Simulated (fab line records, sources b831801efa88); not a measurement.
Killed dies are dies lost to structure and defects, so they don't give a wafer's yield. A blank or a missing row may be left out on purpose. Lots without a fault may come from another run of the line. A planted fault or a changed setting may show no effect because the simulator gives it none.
Which tool did it? | flow gf180mcu | 6 lots, 18 wafers sampled, at 3 steps of a route of 602

WHAT THE GAUGES READ, wafer by wafer
GF_TOP_METAL_CD_MEAS_14: target cd 440 nm.
lot  | measured     | on        | cd_nm (nm)
L136 | day 28 20:59 | cd_sem-01 | 439.8 439.5 440.0
L141 | day 30 12:22 | cd_sem-02 | 440.7 441.3 441.3
L144 | day 31 16:06 | cd_sem-01 | 443.1 441.4 441.9
L152 | day 33 08:11 | cd_sem-02 | 440.7 438.2 438.6
L154 | day 33 16:08 | cd_sem-02 | 412.3 413.4 413.2 412.3 413.2 413.0
L156 | day 34 04:07 | cd_sem-01 | 435.5 435.8 435.7

WHICH TOOL RAN EACH LOT (tool, then ch and the chambers of the sampled wafers, then the start)
lot  | GF_V4_SPUTTER_21             | GF_TOP_METAL_EXPOSE_11
L136 | pvd_sputter-01, day 25 08:03 | iline_stepper-01 ch 0, day 28 12:00
L141 | pvd_sputter-03, day 27 03:57 | iline_stepper-01 ch 0, day 30 03:29
L144 | pvd_sputter-03, day 28 10:01 | iline_stepper-02 ch 0, day 31 07:34
L152 | pvd_sputter-02, day 30 08:21 | iline_stepper-01 ch 0, day 33 00:41
L154 | pvd_sputter-01, day 30 18:57 | iline_stepper-02 ch 0, day 33 09:05
L156 | pvd_sputter-01, day 31 08:34 | iline_stepper-01 ch 0, day 33 21:15
- GF_V4_SPUTTER_21: material Ti, target thk 15 nm, time 80.02 s.
- GF_TOP_METAL_EXPOSE_11: exposes mask MetalTop, target cd 440 nm.

THE ANSWER, worked out from the rows above alone
Rule: what is usual is taken from the lots themselves. Put in order of their means at a reading, lots are off if they are a third of the lots or fewer, leave a main group of 4 or more, and stand apart from it by a gap of 3 or more times the standard deviation of the main group's means; of several such gaps the widest counts. A main group whose means are all the same, to the digits that the tables above print for the reading, isn't used. A lot without any number at a reading at which 4 lots or more have one is off too. The other lots that the step has rows for count as sound.
Off: L154, at GF_TOP_METAL_CD_MEAS_14 (cd_nm). The main group: mean 439.6 nm, standard deviation 2.2.
A tool fits if, at a process step before that reading, it ran every lot that is off, and no sound lot after the first of them. The gauges at GF_TOP_METAL_CD_MEAS_14 are tried like those tools. Can't be told from this: 2 tools fit, iline_stepper-02 at GF_TOP_METAL_EXPOSE_11, cd_sem-02 at GF_TOP_METAL_CD_MEAS_14.

WHAT THE SIMULATOR HAD PUT IN
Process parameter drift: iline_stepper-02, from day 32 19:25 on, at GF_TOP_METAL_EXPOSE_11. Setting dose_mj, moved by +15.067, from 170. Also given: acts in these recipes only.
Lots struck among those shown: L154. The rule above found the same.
